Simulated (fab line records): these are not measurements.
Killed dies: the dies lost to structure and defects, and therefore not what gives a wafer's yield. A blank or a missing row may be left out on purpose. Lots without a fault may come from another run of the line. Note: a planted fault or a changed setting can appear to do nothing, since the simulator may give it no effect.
fab line records | flow sky130
[record] lots = 11 | wafers = 33 | lastDay = 50
route steps=708 shown VIA4@642 METAL5@676 PAD_OPEN@701
lots with no fault: from the same line, run without faults
startH: hours from the record's opening day to when the first of the lot's shown wafers began | waitH: how many hours have passed since the lot's step before this one | " identical to the entry in the row above | L1.1+2: a single row standing in for several wafers | - no value, or no start was given | * or withheld: withheld | < > ~ a bound
route shown NAME@n: NAME is a module with steps in the file, n the number in the route of the first one | usual: mean/standard deviation taken from wafers without a fault | same: alike in all rows | chamber/n: place in a boat | sites: the reading at each site | _std_site: the values' standard deviation | _edge_site: outer sites' mean less inner sites' | radiusMm: how far each site lies from the wafer's centre | mask NAME#n: copy n | behind: tool/chamber where the wafer was last shaped | hold: what put the lot on hold/how long, in hours/how the hold closed | device: transistor that didn't switch, given as n, p or np | end of line: the tests these same wafers got at the end of their route | where a step has no rows: the recipe by itself | killed: the dies lost at the first sort to structure and to defects; this is not the yield of the wafer | map: a wafer's dies, marking killed ones x, the rest . and places with no die _
set.NAME: the setting the step ran with; set.NAME@STEP: the setting that earlier step ran with | model.NAME: the simulator's own value behind a step, which no gauge read
route steps across a sampled set of lots; one table per step, one row per wafer
services: the hour from which a tool's chamber was out of use, counted from the record's first day as startH (under 0 if before that day), plus the number of hours and why
[[steps]]
[step SKY_VIA4_BOW_MEAS_03]
[recipe] mode = bow
[usual] VIA4_BOW = 79/8.5
lot.wafer | tool         | chamber | startH  | waitH | VIA4_BOW[um]
L139.2    | filmMetro-04 | -       | 984.39  | 0.1   | 86
L139.3    | "            | -       | "       | "     | 83
L139.6    | "            | -       | "       | "     | 86
L143.1    | filmMetro-01 | -       | 1027.24 | 0.1   | 88
L143.3    | "            | -       | "       | "     | 79
L143.6    | "            | -       | "       | "     | 92
L144.1    | filmMetro-04 | -       | 1028.81 | 0.1   | 91
L144.2    | "            | -       | "       | "     | 83
L144.3    | "            | -       | "       | "     | 76
L147.3    | filmMetro-03 | -       | 1040.64 | 0.3   | 82
L147.4    | "            | -       | "       | "     | 88
L147.6    | "            | -       | "       | "     | 85
L149.1    | filmMetro-01 | -       | 1044.45 | 0.1   | 82
L149.3    | "            | -       | "       | "     | 74
L149.4    | "            | -       | "       | "     | 73
L148.2    | filmMetro-03 | -       | 1052.31 | 0.3   | 68
L148.3    | "            | -       | "       | "     | 81
L148.4    | "            | -       | "       | "     | 80
L150.1    | filmMetro-01 | -       | 1055.78 | 0.2   | 91
L150.4    | "            | -       | "       | "     | 92
L150.6    | "            | -       | "       | "     | 87
L151.2    | filmMetro-03 | -       | 1061.24 | 0.3   | 54
L151.5    | "            | -       | "       | "     | 68
L151.6    | "            | -       | "       | "     | 58
L152.1    | filmMetro-04 | -       | 1070.56 | 0.2   | 88
L152.3    | "            | -       | "       | "     | 84
L152.5    | "            | -       | "       | "     | 91
L161.2    | filmMetro-01 | -       | 1123.19 | 0.2   | 82
L161.3    | "            | -       | "       | "     | 75
L161.6    | "            | -       | "       | "     | 77
L159.1    | filmMetro-03 | -       | 1124.25 | 0.2   | 81
L159.2    | "            | -       | "       | "     | 85
L159.4    | "            | -       | "       | "     | 73
[step SKY_METAL5_METAL_ETCH_15]
[recipe] targetDepthA = 12600 | stopOn = SiO2 | overEtchFrac = 0.2 | timeS = 252 | chemistry = Cl2/BCl3 | resistSidewallDeg = 86 | pressureMtorr = 10 | icpW = 900 | biasW = 48.5 | Cl2_flow_sccm = 60 | bcl3FlowSccm = 30
[usual] drypumpMotorCurrentA = 5.46/0.22 | oesProductAu = 0.894/0.0052 | rfFwdPowerW = 897.5/2.6 | throttleValvePct = 22.263/0.0093
lot.wafer | tool        | chamber | startH  | waitH | drypumpMotorCurrentA | oesProductAu | rfFwdPowerW | rfHoursCounterH | throttleValvePct
L139.2    | rieMetal-01 | 1       | 1030.32 | 0.0   | 5.73                 | 0.883        | 893.3       | 17              | 22.277
L139.3    | "           | 0       | "       | "     | 5.18                 | 0.890        | 898.9       | -               | 22.258
L139.6    | "           | 1       | "       | "     | 5.79                 | 0.886        | 898.2       | -               | 22.248
L143.1    | rieMetal-04 | 1       | 1071.22 | 0.0   | 5.25                 | 0.889        | 900.2       | 23              | 22.268
L143.3    | "           | 0       | "       | "     | 5.66                 | 0.885        | 894.2       | -               | 22.251
L143.6    | "           | 1       | "       | "     | 5.22                 | 0.894        | 899.8       | -               | 22.257
L144.1    | rieMetal-04 | 1       | 1073.12 | 0.0   | 5.25                 | 0.897        | 899.0       | 23              | 22.254
L144.2    | "           | 0       | "       | "     | 5.65                 | 0.896        | 896.6       | 9               | 22.271
L144.3    | "           | 1       | "       | "     | 5.24                 | 0.898        | 899.4       | -               | 22.281
L147.3    | rieMetal-01 | 0       | 1084.20 | 0.1   | 5.19                 | 0.891        | 895.9       | -               | 22.277
L147.4    | "           | 1       | "       | "     | 5.75                 | 0.897        | 897.2       | -               | 22.271
L147.6    | "           | 1       | "       | "     | 5.81                 | 0.899        | 898.9       | -               | 22.266
L149.1    | rieMetal-01 | 1       | 1087.32 | 0.0   | 5.80                 | 0.887        | 898.0       | 21              | 22.259
L149.3    | "           | 1       | "       | "     | 5.79                 | 0.887        | 896.2       | -               | 22.250
L149.4    | "           | 0       | "       | "     | 5.18                 | 0.895        | 892.3       | -               | 22.257
L148.2    | rieMetal-01 | 1       | 1095.02 | 0.0   | 5.74                 | 0.899        | 893.1       | 22              | 22.259
L148.3    | "           | 0       | "       | "     | 5.18                 | 0.889        | 897.6       | -               | 22.258
L148.4    | "           | 1       | "       | "     | 5.75                 | 0.890        | 894.9       | -               | 22.258
L150.1    | rieMetal-04 | 1       | 1098.77 | 0.0   | 5.25                 | 0.899        | 897.0       | 25              | 22.258
L150.4    | "           | 1       | "       | "     | 5.25                 | 0.893        | 896.9       | -               | 22.283
L150.6    | "           | 0       | "       | "     | 5.67                 | 0.902        | 898.0       | -               | 22.272
L151.2    | rieMetal-03 | 1       | 1103.12 | 0.0   | 5.30                 | 0.893        | 899.8       | 24              | 22.255
L151.5    | "           | 0       | "       | "     | 5.59                 | 0.900        | 897.7       | -               | 22.285
L151.6    | "           | 1       | "       | "     | 5.29                 | 0.894        | 897.2       | -               | 22.240
L152.1    | rieMetal-01 | 1       | 1111.10 | 0.1   | 5.73                 | 0.897        | 893.5       | 24              | 22.275
L152.3    | "           | 1       | "       | "     | 5.74                 | 0.893        | 900.6       | -               | 22.252
L152.5    | "           | 1       | "       | "     | 5.75                 | 0.890        | 899.1       | -               | 22.253
L161.2    | rieMetal-03 | 1       | 1160.60 | 0.0   | 5.30                 | 0.899        | 897.9       | 28              | 22.260
L161.3    | "           | 1       | "       | "     | 5.30                 | 0.900        | 895.4       | -               | 22.256
L161.6    | "           | 0       | "       | "     | 5.54                 | 0.891        | 900.4       | -               | 22.270
L159.1    | rieMetal-04 | 0       | 1160.90 | 0.0   | 5.64                 | 0.893        | 895.2       | 16              | 22.271
L159.2    | "           | 1       | "       | "     | 5.23                 | 0.887        | 899.8       | 32              | 22.263
L159.4    | "           | 0       | "       | "     | 5.64                 | 0.890        | 895.5       | -               | 22.277
[step SKY_PAD_OPEN_ETCH_07]
[recipe] chemistry = CF4/O2 | targetDepthNm = 725 | stopOn = AlCu | sourceW = 800 | biasW = 150 | pressureMtorr = 150 | cf4FlowSccm = 80 | O2_flow_sccm = 10 | timeS = 161.1
[usual] O2_flow_sccm = 10.00/0.03 | drypumpMotorCurrentA = 5.6/0.54 | oesProductAu = 0.978/0.0065 | rfFwdPowerW = 796.8/2.6 | throttleValvePct = 5.963/0.009
lot.wafer | tool       | chamber | startH  | waitH | O2_flow_sccm | drypumpMotorCurrentA | oesProductAu | rfFwdPowerW | rfHoursCounterH | throttleValvePct
L139.2    | rieDiel-03 | 2       | 1074.39 | -     | 9.96         | 6.6                  | 0.980        | 793.7       | 19              | 5.971
L139.3    | "          | 0       | "       | "     | 10.00        | 5.6                  | 0.970        | 798.1       | 11              | 5.959
L139.6    | "          | 0       | "       | "     | 10.00        | 5.6                  | 0.981        | 800.3       | -               | 5.948
L143.1    | rieDiel-01 | 1       | 1112.68 | -     | 9.99         | 6.1                  | 0.975        | 794.5       | 17              | 5.982
L143.3    | "          | 0       | "       | "     | 9.99         | 4.8                  | 0.978        | 795.8       | 28              | 5.956
L143.6    | "          | 1       | "       | "     | 9.99         | 6.0                  | 0.983        | 798.2       | -               | 5.973
L144.1    | rieDiel-04 | 2       | 1115.14 | -     | 10.02        | 5.2                  | 0.973        | 799.8       | 19              | 5.959
L144.2    | "          | 0       | "       | "     | 9.95         | 5.0                  | 0.970        | 804.0       | 10              | 5.952
L144.3    | "          | 3       | "       | "     | 9.99         | 5.1                  | 0.982        | 800.2       | 18              | 5.967
L147.3    | rieDiel-01 | 3       | 1125.79 | -     | 10.01        | 6.0                  | 0.977        | 795.3       | 10              | 5.959
L147.4    | "          | 1       | "       | "     | 9.98         | 6.0                  | 0.977        | 797.1       | -               | 5.971
L147.6    | "          | 0       | "       | "     | 10.02        | 4.8                  | 0.983        | 800.0       | -               | 5.955
L149.1    | rieDiel-01 | 1       | 1128.73 | -     | 9.94         | 6.0                  | 0.977        | 793.4       | 18              | 5.961
L149.3    | "          | 0       | "       | "     | 10.05        | 4.8                  | 0.971        | 800.6       | 30              | 5.969
L149.4    | "          | 3       | "       | "     | 9.93         | 6.0                  | 0.984        | 797.0       | -               | 5.952
L148.2    | rieDiel-04 | 2       | 1136.24 | -     | 9.99         | 5.2                  | 0.980        | 799.9       | 20              | 5.968
L148.3    | "          | 3       | "       | "     | 9.97         | 5.1                  | 0.976        | 794.8       | 19              | 5.967
L148.4    | "          | 1       | "       | "     | 9.97         | 6.0                  | 0.986        | 794.8       | 1               | 5.944
L150.1    | rieDiel-01 | 3       | 1138.33 | -     | 10.09        | 6.0                  | 0.990        | 920.7       | 10              | 5.966
L150.4    | "          | 3       | "       | "     | 10.06        | 6.0                  | 0.982        | 920.1       | -               | 5.960
L150.6    | "          | 1       | "       | "     | 9.97         | 6.0                  | 0.991        | 920.4       | -               | 5.957
L151.2    | rieDiel-01 | 0       | 1142.78 | -     | 10.04        | 4.8                  | 0.968        | 925.4       | 30              | 5.980
L151.5    | "          | 1       | "       | "     | 10.03        | 6.0                  | 0.978        | 927.7       | -               | 5.948
L151.6    | "          | 3       | "       | "     | 10.02        | 6.0                  | 0.986        | 923.4       | -               | 5.963
L152.1    | rieDiel-01 | 1       | 1149.49 | -     | 10.00        | 6.0                  | 0.981        | 927.9       | 19              | 5.964
L152.3    | "          | 3       | "       | "     | 10.01        | 6.0                  | 0.979        | 918.3       | 11              | 5.952
L152.5    | "          | 3       | "       | "     | 10.07        | 6.0                  | 0.975        | 925.7       | -               | 5.970
L161.2    | rieDiel-03 | 0       | 1194.49 | -     | 9.99         | 5.6                  | 0.974        | 796.9       | 14              | 5.951
L161.3    | "          | 2       | "       | "     | 10.03        | 6.6                  | 0.988        | 795.8       | 23              | 5.969
L161.6    | "          | 2       | "       | "     | 10.02        | 6.6                  | 0.986        | 798.0       | -               | 5.976
L159.1    | rieDiel-03 | 2       | 1195.44 | -     | 10.01        | 6.6                  | 0.988        | 795.9       | 23              | 5.976
L159.2    | "          | 0       | "       | "     | 9.98         | 5.6                  | 0.980        | 798.4       | 14              | 5.962
L159.4    | "          | 3       | "       | "     | 9.99         | 5.4                  | 0.980        | 794.9       | 21              | 5.951
[step SKY_PAD_OPEN_STRIP_08]
[recipe] chemistry = O2/N2 | powerW = 1400 | pressureMtorr = 1500 | platenTempC = withheld | overashFraction = 0.7 | o2FlowSccm = 3000 | n2FlowSccm = 300
[usual] drypumpMotorCurrentA = 5.6/0.45 | oesProductAu = 0.663/0.0044
lot.wafer | tool           | chamber | startH  | waitH | drypumpMotorCurrentA | oesProductAu | rfHoursCounterH
L139.2    | plasmaAsher-04 | 0       | 1074.49 | 0.1   | 6.1                  | 0.662        | 32
L139.3    | "              | 1       | "       | "     | 6.0                  | 0.655        | -
L139.6    | "              | 0       | "       | "     | 6.1                  | 0.664        | -
L143.1    | plasmaAsher-04 | 1       | 1112.78 | 0.1   | 6.0                  | 0.662        | 35
L143.3    | "              | 1       | "       | "     | 6.0                  | 0.665        | -
L143.6    | "              | 1       | "       | "     | 6.0                  | 0.666        | -
L144.1    | plasmaAsher-01 | 1       | 1115.24 | 0.1   | 5.3                  | 0.667        | 68
L144.2    | "              | 0       | "       | "     | 4.8                  | 0.664        | 68
L144.3    | "              | 1       | "       | "     | 5.3                  | 0.664        | -
L147.3    | plasmaAsher-04 | 0       | 1125.93 | 0.1   | 6.1                  | 0.670        | -
L147.4    | "              | 1       | "       | "     | 6.0                  | 0.667        | -
L147.6    | "              | 1       | "       | "     | 6.0                  | 0.663        | -
L149.1    | plasmaAsher-04 | 1       | 1128.83 | 0.1   | 6.0                  | 0.660        | 37
L149.3    | "              | 1       | "       | "     | 6.0                  | 0.674        | -
L149.4    | "              | 0       | "       | "     | 6.1                  | 0.664        | -
L148.2    | plasmaAsher-01 | 1       | 1136.34 | 0.1   | 5.3                  | 0.670        | 70
L148.3    | "              | 0       | "       | "     | 4.8                  | 0.654        | -
L148.4    | "              | 1       | "       | "     | 5.3                  | 0.663        | -
L150.1    | plasmaAsher-04 | 0       | 1138.43 | 0.1   | 6.1                  | 0.661        | 38
L150.4    | "              | 0       | "       | "     | 6.1                  | 0.660        | -
L150.6    | "              | 1       | "       | "     | 6.0                  | 0.666        | -
L151.2    | plasmaAsher-03 | 0       | 1142.88 | 0.1   | 5.5                  | 0.659        | 7
L151.5    | "              | 0       | "       | "     | 5.5                  | 0.662        | -
L151.6    | "              | 1       | "       | "     | 5.7                  | 0.665        | -
L152.1    | plasmaAsher-04 | 0       | 1149.59 | 0.1   | 6.1                  | 0.663        | 39
L152.3    | "              | 0       | "       | "     | 6.1                  | 0.661        | -
L152.5    | "              | 1       | "       | "     | 6.0                  | 0.652        | -
L161.2    | plasmaAsher-04 | 1       | 1194.59 | 0.1   | 6.0                  | 0.663        | 43
L161.3    | "              | 1       | "       | "     | 6.0                  | 0.654        | -
L161.6    | "              | 1       | "       | "     | 6.0                  | 0.656        | -
L159.1    | plasmaAsher-03 | 1       | 1195.54 | 0.1   | 5.7                  | 0.661        | 13
L159.2    | "              | 0       | "       | "     | 5.5                  | 0.666        | 13
L159.4    | "              | 1       | "       | "     | 5.7                  | 0.665        | -
[step SKY_PAD_OPEN_PROBE_99]
[usual] defectLimitedYield = 82.4/2.1 | killed_at_M0_to_M3 = 44/7 | killed_at_M4_up = 3.0/1.9 | killedAtContacts = 24/5.4 | killedAtFrontEnd = 15/4.6 | killedAtOther = 0.3/0.5 | killedDies = 87/10 | killedOpen = 47/7 | killedShort = 40/6.2 | sort_bin_3_pad_short = 0.9/0.5 | sort_bin_5_function = 10.4/1.4 | sort_bin_6_memory = 6.3/1.2 | sortNPass = 405/10 | sortYieldPct = 82.4/2.1
[same] grossDies = 492 | killedAtBackSide = 0 | sort_bin_4_leakage[%] = 0 | sort_bin_8_speed[%] = 0
lot.wafer | tool      | chamber | startH  | waitH | defectLimitedYield[%] | killed_at_M0_to_M3 | killed_at_M4_up | killedAtContacts | killedAtFrontEnd | killedAtOther | killedDies | killedOpen | killedShort | sort_bin_3_pad_short[%] | sort_bin_5_function[%] | sort_bin_6_memory[%] | sortNPass | sortYieldPct[%]
L143.1    | prober-01 | -       | 1115.03 | 0.1   | 86.4                  | 28                 | 2               | 17               | 20               | 0             | 67         | 34         | 33          | 1.2                     | 7.9                    | 4.5                  | 425       | 86.4
L143.3    | prober-01 | -       | 1115.13 | 0.2   | 79.3                  | 46                 | 6               | 27               | 23               | 0             | 102        | 64         | 38          | 2.0                     | 12.4                   | 6.3                  | 390       | 79.3
L143.6    | prober-01 | -       | 1115.28 | 0.2   | 83.3                  | 37                 | 2               | 24               | 19               | 0             | 82         | 45         | 37          | 0.8                     | 10.0                   | 5.9                  | 410       | 83.3
L148.2    | prober-01 | -       | 1138.67 | 0.1   | 83.9                  | 45                 | 1               | 26               | 7                | 0             | 79         | 48         | 31          | 0.4                     | 9.8                    | 5.9                  | 413       | 83.9
L148.3    | prober-01 | -       | 1138.72 | 0.2   | 81.9                  | 47                 | 7               | 25               | 10               | 0             | 89         | 48         | 41          | 0.4                     | 10.4                   | 7.3                  | 403       | 81.9
L148.4    | prober-01 | -       | 1138.77 | 0.2   | 83.1                  | 39                 | 0               | 29               | 15               | 0             | 83         | 44         | 39          | 0.8                     | 10.8                   | 5.3                  | 409       | 83.1
L150.1    | prober-02 | -       | 1140.65 | 0.1   | 83.7                  | 43                 | 2               | 22               | 12               | 1             | 80         | 48         | 32          | 0.4                     | 11.4                   | 4.5                  | 412       | 83.7
L150.4    | prober-02 | -       | 1140.80 | 0.2   | 81.3                  | 46                 | 7               | 22               | 17               | 0             | 92         | 59         | 33          | 0.8                     | 10.6                   | 7.3                  | 400       | 81.3
L150.6    | prober-02 | -       | 1140.90 | 0.2   | 81.1                  | 35                 | 2               | 33               | 23               | 0             | 93         | 57         | 36          | 2.0                     | 11.6                   | 5.3                  | 399       | 81.1
L151.2    | prober-01 | -       | 1145.15 | 0.1   | 80.7                  | 51                 | 5               | 21               | 18               | 0             | 95         | 54         | 41          | 0.2                     | 11.6                   | 7.5                  | 397       | 80.7
L151.5    | prober-01 | -       | 1145.30 | 0.2   | 84.1                  | 37                 | 5               | 24               | 12               | 0             | 78         | 42         | 36          | 0.6                     | 9.6                    | 5.7                  | 414       | 84.1
L151.6    | prober-01 | -       | 1145.35 | 0.2   | 79.5                  | 51                 | 5               | 28               | 17               | 0             | 101        | 53         | 48          | 0.4                     | 11.6                   | 8.5                  | 391       | 79.5
// killed by level:class
L143.1 LOCAL_INTERCONNECT:geometricParticle:short=6 VIA3:geometricParticle:open=6 POLY_GATE:geometricParticle:short=5 VIA1:geometricParticle:open=5 VIA2:geometricParticle:open=5 FIELD_ISO:geometricParticle:short=4 CONTACT:geometricParticle:open=4 FIELD_ISO:geometricParticle:open=3
L143.3 FIELD_ISO:geometricParticle:open=11 LI_CONTACT:geometricParticle:open=10 CONTACT:geometricParticle:open=9 VIA3:geometricParticle:open=7 VIA1:geometricParticle:short=6 POLY_GATE:geometricParticle:open=6 VIA2:geometricParticle:open=6 CONTACT:geometricParticle:short=5
L143.6 VIA1:geometricParticle:open=8 LI_CONTACT:geometricParticle:open=7 CONTACT:geometricParticle:open=7 CONTACT:geometricParticle:short=7 POLY_GATE:geometricParticle:open=6 METAL2:geometricParticle:short=6 VIA3:geometricParticle:open=5 FIELD_ISO:geometricParticle:open=3
L148.2 VIA1:geometricParticle:open=10 CONTACT:geometricParticle:open=9 LI_CONTACT:geometricParticle:open=8 VIA3:geometricParticle:open=7 VIA1:geometricParticle:short=6 METAL1:geometricParticle:short=5 VIA2:geometricParticle:open=4 LOCAL_INTERCONNECT:geometricParticle:short=4
L148.3 CONTACT:geometricParticle:open=13 VIA1:geometricParticle:open=8 LI_CONTACT:geometricParticle:open=7 METAL1:geometricParticle:short=7 VIA1:geometricParticle:short=7 VIA2:geometricParticle:open=6 METAL4:geometricParticle:short=6 VIA2:geometricParticle:short=4
L148.4 VIA1:geometricParticle:open=12 CONTACT:geometricParticle:open=8 CONTACT:geometricParticle:short=8 FIELD_ISO:geometricParticle:open=6 METAL1:geometricParticle:short=6 VIA3:geometricParticle:open=6 LI_CONTACT:geometricParticle:open=5 LOCAL_INTERCONNECT:geometricParticle:short=5
L150.1 VIA1:geometricParticle:open=14 CONTACT:geometricParticle:open=8 VIA2:geometricParticle:open=8 LI_CONTACT:geometricParticle:open=5 LI_CONTACT:geometricParticle:short=4 METAL1:geometricParticle:short=4 VIA3:geometricParticle:open=4 METAL2:geometricParticle:short=3
L150.4 CONTACT:geometricParticle:open=12 VIA3:geometricParticle:open=11 VIA1:geometricParticle:open=9 VIA2:geometricParticle:open=8 LI_CONTACT:geometricParticle:open=7 METAL4:geometricParticle:short=6 FIELD_ISO:geometricParticle:short=5 VIA2:geometricParticle:short=5
L150.6 VIA1:geometricParticle:open=10 POLY_GATE:geometricParticle:open=8 CONTACT:geometricParticle:open=8 CONTACT:geometricParticle:short=8 LI_CONTACT:geometricParticle:open=7 FIELD_ISO:geometricParticle:open=5 VIA2:geometricParticle:open=5 VIA3:geometricParticle:open=5
L151.2 VIA1:geometricParticle:open=15 CONTACT:geometricParticle:open=11 VIA3:geometricParticle:open=7 FIELD_ISO:geometricParticle:short=6 FIELD_ISO:geometricParticle:open=6 VIA1:geometricParticle:short=6 CONTACT:geometricParticle:short=5 METAL3:geometricParticle:short=5
L151.5 VIA2:geometricParticle:open=10 CONTACT:geometricParticle:open=10 METAL1:geometricParticle:short=7 CONTACT:geometricParticle:short=6 FIELD_ISO:geometricParticle:open=5 METAL2:geometricParticle:short=5 VIA1:geometricParticle:open=5 METAL4:geometricParticle:short=4
L151.6 VIA1:geometricParticle:open=17 METAL1:geometricParticle:short=12 VIA3:geometricParticle:open=10 CONTACT:geometricParticle:short=9 CONTACT:geometricParticle:open=6 VIA1:geometricParticle:short=6 FIELD_ISO:geometricParticle:open=4 FIELD_ISO:geometricParticle:short=4
[[services]]
tool           | chamber | startH  | hours | kind
rieDiel-03     | 3       | 1006.65 | 16.6  | repair
rieDiel-04     | 0       | 1007.33 | 7.2   | repair
rieDiel-01     | 0       | 1021.13 | 15.6  | repair
rieDiel-03     | 0       | 1022.02 | 4.3   | repair
rieDiel-03     | 1       | 1023.64 | 2.3   | repair
rieDiel-04     | -       | 1031.97 | 2.2   | repair
rieDiel-04     | 0       | 1051.29 | 3.5   | repair
rieDiel-01     | -       | 1052.00 | 0.5   | repair
plasmaAsher-03 | -       | 1055.28 | 9.0   | pm
rieDiel-01     | -       | 1055.82 | 2.8   | pm
rieDiel-04     | -       | 1092.13 | 2.5   | repair
rieMetal-01    | 0       | 1099.74 | 21.9  | repair
plasmaAsher-04 | -       | 1107.47 | 4.0   | pm
rieDiel-01     | 2       | 1117.61 | -     | clean
rieDiel-01     | 2       | 1117.61 | 27.3  | scheduledDown
rieDiel-01     | 2       | 1117.61 | 27.3  | ventCycle
rieMetal-03    | -       | 1132.11 | 1.0   | repair
rieDiel-03     | 0       | 1134.61 | 8.0   | repair
rieMetal-04    | 0       | 1137.08 | 10.1  | repair
rieDiel-04     | 0       | 1139.34 | 1.7   | repair
rieDiel-03     | 2       | 1142.86 | 2.7   | repair
plasmaAsher-01 | -       | 1152.91 | 3.0   | repair
rieMetal-03    | -       | 1165.80 | 1.4   | repair
rieDiel-03     | 2       | 1173.19 | 2.5   | repair
[[key]]
[firstSign] step = SKY_PAD_OPEN_ETCH_07 | reading = rfFwdPowerW | direction = up | sigmas = 49 | usual = 796.8 | struck = 923.3
effect none on later readings
metAt SKY_PAD_OPEN_ETCH_07
struckLots L150,L151,L152
notActingAt SKY_VIA4_BOW_MEAS_03,SKY_METAL5_METAL_ETCH_15,SKY_PAD_OPEN_STRIP_08
onsetBetween 1128.73 1138.33
[fault] kind = processParameterDrift | tool = rieDiel-01 | chamber = - | onsetH = 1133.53 | steps = SKY_PAD_OPEN_ETCH_07 | channel = sourceW | offset = 128 | shape = step | endH = 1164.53 | actsIn = theseRecipesOnly | stated = 800
